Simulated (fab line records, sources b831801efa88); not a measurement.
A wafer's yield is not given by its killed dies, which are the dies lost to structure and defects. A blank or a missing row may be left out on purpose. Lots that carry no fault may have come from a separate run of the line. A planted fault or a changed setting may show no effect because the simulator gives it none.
Which of the tools did it?    flow sky130    72 wafers from 24 lots sampled at 5 of the route's 708 steps

WHAT THE GAUGES SHOWED, per wafer
SKY_RES_XHIGH_TW_MEAS_09.
lot   measured      on            RES_XHIGH_TW
L074  day 26 12:55  filmMetro-03  1663 1672 1667
L075  day 26 23:42  filmMetro-01  1620 1624 1623
L076  day 27 12:15  filmMetro-01  1637 1634 1628
L077  day 27 12:34  filmMetro-01  1615 1621 1629
L078  day 27 21:49  filmMetro-03  1653 1656 1663
L079  day 28 13:52  filmMetro-01  1626 1625 1625
L080  day 28 14:38  filmMetro-04  1660 1653 1646
L081  day 28 23:16  filmMetro-04  1652 1649 1654
L082  day 29 04:35  filmMetro-04  1642 1648 1645
L083  day 29 20:56  filmMetro-03  1646 1641 1666
L084  day 30 02:53  filmMetro-03  1649 1653 1659
L085  day 30 04:33  filmMetro-03  1661 1657 1665
L086  day 30 20:43  filmMetro-01  1638 1638 1631
L087  day 31 05:37  filmMetro-03  1655 1657 1662
L088  day 31 11:34  filmMetro-01  1629 1621 1626
L089  day 33 10:40  filmMetro-04  1651 1653 1659
L090  day 33 12:10  filmMetro-04  1657 1662 1652
L092  day 33 13:37  filmMetro-04  1657 1651 1656
L093  day 33 15:07  filmMetro-03  1655 1670 1665
L091  day 33 15:09  filmMetro-04  1652 1650 1658
L095  day 33 17:52  filmMetro-04  1657 1653 1656
L094  day 33 18:58  filmMetro-03  1667 1655 1666
L096  day 33 21:43  filmMetro-04  1642 1655 1650
L097  day 34 09:25  filmMetro-01  1611 1624 1619

SKY_LI_CONTACT_THK_MEAS_01.
lot   measured      on            LI_CONTACT_HDPCVD_THK (nm)
L074  day 27 19:13  filmMetro-04  938 908 941
L075  day 28 05:05  filmMetro-04  934 945 968
L076  day 28 17:44  filmMetro-01  946 927 931
L077  day 28 17:53  filmMetro-03  929 929 927
L078  day 29 02:51  filmMetro-04  921 932 923
L079  day 29 18:17  filmMetro-03  941 934 948
L080  day 29 19:31  filmMetro-03  945 939 918
L081  day 30 04:23  filmMetro-04  924 944 938
L082  day 30 08:54  filmMetro-01  938 921 937
L083  day 31 02:01  filmMetro-04  951 912 930
L084  day 31 07:28  filmMetro-01  932 920 935
L085  day 31 08:35  filmMetro-01  944 940 929
L086  day 32 01:05  filmMetro-04  931 909 920
L087  day 32 09:50  filmMetro-01  929 930 900
L088  day 32 15:58  filmMetro-03  937 921 953
L089  day 34 14:23  filmMetro-03  928 936 922
L090  day 34 15:02  filmMetro-04  922 919 923
L092  day 34 16:50  filmMetro-01  945 938 943
L093  day 34 18:41  filmMetro-04  926 933 922
L091  day 34 18:59  filmMetro-04  933 936 921
L095  day 34 20:56  filmMetro-03  937 934 915
L094  day 34 22:05  filmMetro-03  916 915 929
L096  day 35 00:53  filmMetro-04  942 924 937
L097  day 35 12:53  filmMetro-04  927 927 930

SKY_CONTACT_THK_MEAS_01.
lot   measured      on            CONTACT_CVD_00_THK (nm)
L074  day 30 05:35  filmMetro-03  74.4 74.9 75.6
L075  day 30 15:04  filmMetro-03  76.3 75.1 77.9
L076  day 31 03:31  filmMetro-02  74.9 74.7 75.3
L077  day 31 03:58  filmMetro-02  73.5 75.8 75.1
L078  day 31 11:54  filmMetro-01  73.5 73.9 75.1
L079  day 32 03:45  filmMetro-03  73.5 74.5 75.0
L080  day 32 05:47  filmMetro-03  74.0 75.9 77.3
L081  day 32 13:49  filmMetro-03  74.2 75.0 74.8
L082  day 32 17:53  filmMetro-03  73.7 74.9 74.6
L083  day 33 09:56  filmMetro-03  76.8 75.3 76.1
L084  day 33 15:19  filmMetro-01  75.7 76.9 78.2
L085  day 33 16:28  filmMetro-03  75.4 74.8 75.2
L086  day 34 09:52  filmMetro-01  74.8 76.2 75.3
L087  day 34 17:53  filmMetro-03  73.2 76.4 77.2
L088  day 34 23:58  filmMetro-02  74.7 76.6 77.5
L089  day 36 21:07  filmMetro-02  74.4 75.4 76.8
L090  day 36 21:59  filmMetro-03  75.6 77.2 76.0
L092  day 37 00:13  filmMetro-02  74.8 74.1 75.5
L093  day 37 02:43  filmMetro-02  74.3 73.4 74.0
L091  day 37 02:57  filmMetro-02  76.1 74.4 75.4
L095  day 37 04:22  filmMetro-03  74.5 74.6 75.8
L094  day 37 06:22  filmMetro-03  74.7 75.6 76.6
L096  day 37 07:58  filmMetro-03  74.8 75.3 76.0
L097  day 37 17:58  filmMetro-01  77.0 76.2 77.3

WHAT TOOL EACH LOT RAN ON (gives the tool, then ch and the chambers of the sampled wafers, and finally the start)
lot   SKY_LI_CONTACT_ETCH_14             SKY_LI_CONTACT_SPUTTER_19
L074  rieDiel-01 ch 0,2,3, day 28 23:49  pvdSputter-02, day 29 00:14
L075  rieDiel-01 ch 2,3, day 29 09:19    pvdSputter-01, day 29 09:46
L076  rieDiel-02 ch 1,2,3, day 29 21:43  pvdSputter-01, day 29 22:10
L077  rieDiel-03 ch 1,3, day 29 22:04    pvdSputter-02, day 29 22:31
L078  rieDiel-03 ch 0,2, day 30 06:46    pvdSputter-02, day 30 07:11
L079  rieDiel-03 ch 1,3, day 30 22:10    pvdSputter-01, day 30 22:36
L080  rieDiel-01 ch 0,2, day 31 00:25    pvdSputter-01, day 31 00:52
L081  rieDiel-03 ch 0,3, day 31 07:55    pvdSputter-04, day 31 08:21
L082  rieDiel-02 ch 0,1,3, day 31 12:37  pvdSputter-04, day 31 13:02
L083  rieDiel-01 ch 0,1,2, day 32 05:22  pvdSputter-02, day 32 05:49
L084  rieDiel-03 ch 2,3, day 32 10:46    pvdSputter-04, day 32 11:12
L085  rieDiel-03 ch 1,3, day 32 11:46    pvdSputter-01, day 32 12:12
L086  rieDiel-02 ch 0,2, day 33 04:58    pvdSputter-04, day 33 05:23
L087  rieDiel-01 ch 1,2,3, day 33 13:28  pvdSputter-02, day 33 13:53
L088  rieDiel-03 ch 0,1,3, day 33 19:13  pvdSputter-04, day 33 19:38
L089  rieDiel-01 ch 0,1,3, day 35 17:22  pvdSputter-01, day 35 17:47
L090  rieDiel-03 ch 0,2, day 35 17:43    pvdSputter-02, day 35 18:08
L092  rieDiel-03 ch 0,2, day 35 19:52    pvdSputter-01, day 35 20:18
L093  rieDiel-02 ch 0,2,3, day 35 22:07  pvdSputter-01, day 35 22:32
L091  rieDiel-01 ch 0,2,3, day 35 22:28  pvdSputter-02, day 35 22:54
L095  rieDiel-03 ch 0,2,3, day 36 00:07  pvdSputter-01, day 36 00:32
L094  rieDiel-02 ch 0,2,3, day 36 01:13  pvdSputter-01, day 36 01:38
L096  rieDiel-03 ch 0,2, day 36 04:04    pvdSputter-04, day 36 04:29
L097  rieDiel-03 ch 0,2,3, day 36 15:10  pvdSputter-01, day 36 15:35
- SKY_LI_CONTACT_ETCH_14: etches BARC in N2/H2, stops on SiO2, time 45.9 s, target depth 60 nm.
- SKY_LI_CONTACT_SPUTTER_19: material Ti, target thk 20 nm, time 106.37 s.

WHAT THE TOOLS THEMSELVES READ (means of the sampled wafers that have a number; where no wafer has one, the mark that the record gives instead)
SKY_LI_CONTACT_ETCH_14.
lot   tool        drypumpMotorCurrentA (A)  oesProductAu (a.u.)  throttleValvePct (%)
L074  rieDiel-01  5.6                       0.854                13.225
L075  rieDiel-01  5.5                       0.854                13.224
L076  rieDiel-02  5.7                       0.854                13.227
L077  rieDiel-03  5.5                       0.854                13.230
L078  rieDiel-03  5.9                       0.855                13.224
L079  rieDiel-03  5.5                       0.850                13.231
L080  rieDiel-01  5.7                       0.852                13.229
L081  rieDiel-03  5.5                       0.863                13.221
L082  rieDiel-02  5.5                       0.855                13.232
L083  rieDiel-01  5.3                       0.855                13.225
L084  rieDiel-03  6.1                       0.850                13.228
L085  rieDiel-03  5.5                       0.854                13.220
L086  rieDiel-02  5.5                       0.857                13.228
L087  rieDiel-01  5.2                       0.852                13.220
L088  rieDiel-03  5.6                       0.857                13.232
L089  rieDiel-01  5.6                       0.850                13.229
L090  rieDiel-03  6.1                       0.850                13.214
L092  rieDiel-03  6.2                       0.850                13.223
L093  rieDiel-02  5.5                       0.851                13.224
L091  rieDiel-01  5.6                       0.858                13.228
L095  rieDiel-03  5.8                       0.856                13.234
L094  rieDiel-02  5.6                       0.852                13.224
L096  rieDiel-03  5.9                       0.854                13.221
L097  rieDiel-03  5.8                       0.855                13.226

SKY_LI_CONTACT_SPUTTER_19.
lot   tool           cathodeDcPowerW (W)  chamberPressurePa (Pa)  throttleValvePct (%)
L074  pvdSputter-02  2499.7               5.002                   29.6
L075  pvdSputter-01  2500.1               4.999                   31.0
L076  pvdSputter-01  2500.3               5.002                   30.8
L077  pvdSputter-02  2500.2               5.008                   29.9
L078  pvdSputter-02  2500.2               5.005                   30.0
L079  pvdSputter-01  2499.8               4.988                   31.8
L080  pvdSputter-01  2500.2               5.004                   29.9
L081  pvdSputter-04  2500.1               4.996                   29.3
L082  pvdSputter-04  2500.0               4.992                   30.0
L083  pvdSputter-02  2499.9               5.001                   29.9
L084  pvdSputter-04  2500.3               4.998                   29.4
L085  pvdSputter-01  2500.3               4.994                   30.6
L086  pvdSputter-04  2499.8               4.997                   29.5
L087  pvdSputter-02  2499.8               5.008                   30.5
L088  pvdSputter-04  2499.3               5.005                   30.3
L089  pvdSputter-01  2499.8               5.005                   31.9
L090  pvdSputter-02  2499.9               5.002                   30.0
L092  pvdSputter-01  2499.8               5.011                   29.7
L093  pvdSputter-01  2500.4               5.000                   30.5
L091  pvdSputter-02  2500.1               5.002                   29.8
L095  pvdSputter-01  2499.7               5.009                   30.4
L094  pvdSputter-01  2500.0               5.017                   29.6
L096  pvdSputter-04  2499.8               4.993                   29.3
L097  pvdSputter-01  2500.1               4.992                   30.5

THE ANSWER, worked out from the rows above alone
Rule: the usual values come from the lots themselves. The widest of any qualifying gaps counts: lots, ordered by their means at a reading, are off when they make up no more than a third of the lots, leave a main group of 4 or more, and stand apart from it by 3 or more times the standard deviation of that group's means. The tables above print the reading to a certain number of digits; a main group whose means all agree to those digits is not used. A lot without any number at a reading at which 4 lots or more have one is off too. The other lots that the step has rows for count as sound. The gauges are gone through in route order, then the tools' own readings, and for those a lot's mean is taken as printed above. The first step at which some lot is off is used, and at that step the reading that is off furthest; a lot without a number counts as furthest.
Across all readings shown, no lot is off: no conclusion can be drawn from this.

WHAT WAS PUT IN BY THE SIMULATOR
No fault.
